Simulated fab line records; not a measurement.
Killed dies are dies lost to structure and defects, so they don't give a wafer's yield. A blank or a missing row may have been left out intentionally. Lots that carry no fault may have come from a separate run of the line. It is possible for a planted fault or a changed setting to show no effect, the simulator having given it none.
A struck lot beside a sound one | flow sfq line | 14 steps out of a route of 325
Sound: these wafers, L499.1, L499.5, L499.6. The struck wafers were L504.1, L504.4, L504.5. Last of all comes the cause.
At each step with rows: each side's tool, then ch and its chambers, then its first start. Under that, the readings that differ: sound wafers | struck wafers | difference of the means | sigmas: that difference in standard deviations of wafers without a fault.
alike: words and numbers the same on both sides, and readings whose means are apart by under 2 such deviations; not compared: readings that were withheld, readings missing a value for some wafer, numbers with overlapping values and no deviation given by the record, and bounds like >300 which may hide the same value.
The two part at a step that has a row with sigmas, a row that says differs or no value, or rows on one side only. Numbers that don't overlap but have no deviation are shown without sigmas and don't part them. A reading missing from all wafers of one side parts the sides only when that side holds two or more wafers.

first, 2 steps without rows for these wafers: SFQ_TRILAYER_I0_VIA_STRIP_SOLV_CLEAN_036 (cleans in NMP, time 600 s); SFQ_TRILAYER_M1_DEP_PRE_CLEAN_038 (time 22.5 s).
SFQ_TRILAYER_M1_DEP_SPUTTER_037: material Nb, target thk 200 nm, time 133.3 s.
  sound on pvd sputter-05, day 10 19:44; struck on pvd sputter-06, day 12 00:05
  alike: throttle valve pct
SFQ_M1_RS_MEAS_909: a four-point-probe measurement.
  sound on film metro-04, day 10 19:49; struck on film metro-03, day 12 00:10
  alike: M1_NB_RS
then, 4 steps without rows for these wafers: SFQ_TRILAYER_M1_LITHO_COAT_044 (resist thk 62 nm); SFQ_TRILAYER_M1_LITHO_COAT_039 (resist thk 600 nm); SFQ_TRILAYER_M1_LITHO_SOFTBAKE_043; SFQ_TRILAYER_M1_LITHO_EXPOSE_040 (exposes mask M1, target cd 500 nm).
-- the record jumps here: 3 days lie between the struck wafers' starts before and after --
SFQ_TRILAYER_M1_LITHO_PEB_042: peb time 61.81 s.
  sound on litho track-03 ch 0; struck on litho track-03 ch 0, day 15 03:04
  alike: plate sensor t centre C, plate sensor t edge C
then, 1 step without rows for these wafers: SFQ_TRILAYER_M1_LITHO_DEVELOP_041 (time 60 s).
SFQ_M1_OVL_MEAS_911:
  sound on overlay-02, day 13 19:07; struck on overlay-01, day 15 03:22
  alike: M1_OVL
SFQ_TRILAYER_M1_BARC_OPEN_METAL_ETCH_054: etches BARC in O2, target depth 125 nm, time 41.7 s.
  sound on rie metal-04 ch 0,1, day 13 19:09; struck on rie metal-04 ch 0,1, day 15 03:25
  reading                                             | sound             | struck            | difference | sigmas
  model.KrF_of_TRILAYER_M1_LITHO_COAT_039.thk nm (nm) | 523.5 521.5 522.2 | 532.9 533.5 535.1 | +11.4      |
  alike: chamber pressure mTorr, drypump motor current A, he backside leak sccm, oes product au
  not compared: rf hours counter h
SFQ_TRILAYER_M1_ETCH_METAL_ETCH_042: etches Nb in Cl2/Ar, stops on SiO2, target depth 240 nm, time 120 s.
  sound on rie metal-04 ch 0,1, day 13 19:14; struck on rie metal-04 ch 0,1, day 15 03:28
  reading                                             | sound             | struck          | difference | sigmas
  model.KrF_of_TRILAYER_M1_LITHO_COAT_039.thk nm (nm) | 380.2 378.9 379.8 | 390.2 391.1 393 | +11.8      |
  alike: chamber pressure mTorr, drypump motor current A, he backside leak sccm, oes product au
  not compared: rf hours counter h
SFQ_TRILAYER_M1_STRIP_STRIP_043: strips in O2.
  sound on rie metal-04 ch 0,1, day 13 19:24; struck on rie metal-04 ch 0,1, day 15 03:35
  alike: chamber pressure mTorr, drypump motor current A, he backside leak sccm, oes product au, platen temp c
  not compared: rf hours counter h

== WHERE THEY PART ==
Nowhere in this record.

WHY: whatever the simulator had introduced
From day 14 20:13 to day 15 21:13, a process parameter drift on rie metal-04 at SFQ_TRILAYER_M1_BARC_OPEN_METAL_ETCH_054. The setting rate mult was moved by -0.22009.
